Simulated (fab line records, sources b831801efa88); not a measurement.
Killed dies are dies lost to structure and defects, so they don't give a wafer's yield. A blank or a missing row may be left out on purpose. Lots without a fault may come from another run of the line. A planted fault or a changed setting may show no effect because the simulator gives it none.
Which tool did it? | flow sky130 | 6 lots, 18 wafers sampled, at 1 step of a route of 708

WHAT THE GAUGES READ, wafer by wafer
SKY_LDD_N_TW_MEAS_17.
lot  | measured     | on            | LDD_N_TW
L189 | day 18 21:01 | film_metro-01 | 2593 2591 2590
L193 | day 19 07:11 | film_metro-01 | 2624 2614 2618
L195 | day 20 01:27 | film_metro-01 | 2624 2627 2608
L197 | day 21 01:06 | film_metro-01 | 2641 2636 2622
L200 | day 21 19:22 | film_metro-03 | 2608 2617 2605
L202 | day 22 22:10 | film_metro-03 | 2607 2606 2596

WHICH TOOL RAN EACH LOT (tool, then ch and the chambers of the sampled wafers, then the start)
The record holds no process step before these readings.

THE ANSWER, worked out from the rows above alone
Rule: what is usual is taken from the lots themselves. Put in order of their means at a reading, lots are off if they are a third of the lots or fewer, leave a main group of 4 or more, and stand apart from it by a gap of 3 or more times the standard deviation of the main group's means; of several such gaps the widest counts. A main group whose means are all the same, to the digits that the tables above print for the reading, isn't used. A lot without any number at a reading at which 4 lots or more have one is off too. The other lots that the step has rows for count as sound.
No lot is off at any reading shown: from this, nothing can be told.

WHAT THE SIMULATOR HAD PUT IN
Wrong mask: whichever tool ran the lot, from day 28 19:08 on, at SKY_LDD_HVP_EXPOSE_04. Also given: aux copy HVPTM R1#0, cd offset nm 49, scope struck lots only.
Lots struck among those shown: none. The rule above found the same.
